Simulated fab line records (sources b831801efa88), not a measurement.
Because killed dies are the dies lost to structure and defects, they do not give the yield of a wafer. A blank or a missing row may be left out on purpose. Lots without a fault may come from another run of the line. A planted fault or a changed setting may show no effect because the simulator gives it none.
A struck lot beside a sound one | flow sky130 | 22 steps out of a route of 708
Sound: the wafers L584.1, L584.2, L584.3. The struck wafers were L590.2, L590.5, L590.6. Last of all comes the cause.
At each step with rows: each side's tool, then ch and its chambers, then its first start. Under that, the readings that differ: sound wafers | struck wafers | difference of the means | sigmas: that difference in standard deviations of wafers without a fault.
alike: readings whose means differ by less than 2 such deviations, and words and numbers that are the same on both sides. not compared: withheld readings, readings that some wafer has no value for, bounds like >300 that may hide the same value, and numbers for which the record gives no deviation and whose values overlap.
A row with sigmas, a row that says differs or no value, or rows on one side alone: a step with any of these is where the two part. When numbers do not overlap yet have no deviation, they are printed without sigmas and do not part them. Lack of a reading on every wafer of one side parts them only where that side has two or more wafers.

SKY_SONOS_ONO_OVL_MEAS_14:
  sound: overlay-01 at day 14 21:14; struck: overlay-02 at day 16 14:25
  alike: SONOS_ONO_OVL
SKY_SONOS_ONO_ETCH_15: etches the open film in CHF3/O2, target depth 19.52 nm, time 7.8 s.
  sound on rieDiel-01 ch 1,2,3, day 14 21:16; struck on rieDiel-01 ch 1,2, day 16 14:27
  alike: drypumpMotorCurrentA, oesProductAu, throttleValvePct
  not compared: rfHoursCounterH
then, 1 step without rows for these wafers: SKY_SONOS_ONO_WET_ETCH_16 (etches SiO2 in dHF, target depth 14 nm, time 280 s).
SKY_SONOS_ONO_STRIP_17: strips in O2/N2.
  sound on plasmaAsher-04 ch 0,1, day 14 21:22; struck on plasmaAsher-04 ch 0,1, day 16 14:33
  alike: drypumpMotorCurrentA, oesProductAu, stripTimeToEndpointS
  not compared: rfHoursCounterH
then, 3 steps without rows for these wafers: SKY_SONOS_ONO_WET_ETCH_18 (etches Si3N4 in H3PO4, target depth 15 nm, time 172 s); SKY_GATE_OXIDE_CLEAN_00 (cleans in SC1/SC2, time 150 s); SKY_GATE_OXIDE_OXIDATION_01 (stabilise 600 s, purge 300 s, target thk 10.268 nm).
SKY_GATE_OXIDE_THK_MEAS_02:
  sound: filmMetro-03 at day 14 22:59; struck: filmMetro-02 at day 16 19:09
  alike: GATE_OXIDE_OXIDATION_00_THK
then, 4 steps without rows for these wafers: SKY_GATE_OXIDE_DEHYDRATE_03 (time 60 s); SKY_GATE_OXIDE_HMDS_04 (prime time 60 s); SKY_GATE_OXIDE_COAT_05 (resist thk 1140 nm); SKY_GATE_OXIDE_SOFTBAKE_06 (time 60 s).
SKY_GATE_OXIDE_EXPOSE_07: exposes mask LVOM, target cd 600 nm.
  sound on ilineStepper-01 ch 0, day 15 13:11; struck on ilineStepper-02 ch 0, day 17 09:53
reading | sound                | struck               | difference | sigmas
mask    | LVOM#0 LVOM#0 LVOM#0 | TUNM#0 TUNM#0 TUNM#0 | differs    | 
then, 2 steps without rows for these wafers: SKY_GATE_OXIDE_PEB_08; SKY_GATE_OXIDE_DEVELOP_09 (develop time 60 s).
SKY_GATE_OXIDE_OVL_MEAS_10:
  sound: overlay-02 at day 16 03:16; struck: overlay-01 at day 18 01:15
reading             | sound        | struck | difference                    | sigmas
GATE_OXIDE_OVL (nm) | -0.7 1.5 1.3 | - - -  | no value on the struck wafers | 
then, 2 steps without rows for these wafers: SKY_GATE_OXIDE_IMPLANT_11; SKY_GATE_OXIDE_WET_ETCH_12 (etches SiO2 in dHF, target depth 16.8 nm, time 336 s).
SKY_GATE_OXIDE_STRIP_13: strips in O2/N2.
  sound on plasmaAsher-01 ch 0,1, day 16 03:33; struck on plasmaAsher-03 ch 0,1, day 18 01:32
  alike: drypumpMotorCurrentA, oesProductAu, stripTimeToEndpointS
  not compared: rfHoursCounterH
SKY_GATE_OXIDE_TW_MEAS_14:
  sound: filmMetro-01 at day 16 03:39; struck: filmMetro-03 at day 18 01:38
reading       | sound             | struck         | difference | sigmas
GATE_OXIDE_TW | 222.6 221.8 220.7 | 29.8 29.7 29.8 | -191.9     | -74
then, 1 step without rows for these wafers: SKY_GATE_OXIDE_CLEAN_15 (cleans in SC1/SC2, time 150 s).
-- record jumps: 31 days separate the struck wafers' starts on either side; left off in module GATE_OXIDE, taken up again in module PAD_OPEN, whose first shown step is the route's number 708 --
SKY_PAD_OPEN_PROBE_99:
  sound: prober-01 at day 48 06:13; struck: prober-01 at day 49 10:19
reading          | sound    | struck      | difference | sigmas
killedAtFrontEnd | 6 6 12   | 417 420 423 | +412       | +96
killedDies       | 67 70 89 | 492 492 492 | +417       | +43
killedOnRim      | 8 14 13  | 96 96 96    | +84        | +22
killedShort      | 27 35 39 | 49 48 44    | +13        | +2
  alike: killed_at_M0_to_M3, killed_at_M4_up, killedAtContacts, killedAtOther, killedOpen

WHERE THEY PART
Earliest at SKY_GATE_OXIDE_EXPOSE_07; latest, in this record, at SKY_PAD_OPEN_PROBE_99.

WHY: what the simulator had put in
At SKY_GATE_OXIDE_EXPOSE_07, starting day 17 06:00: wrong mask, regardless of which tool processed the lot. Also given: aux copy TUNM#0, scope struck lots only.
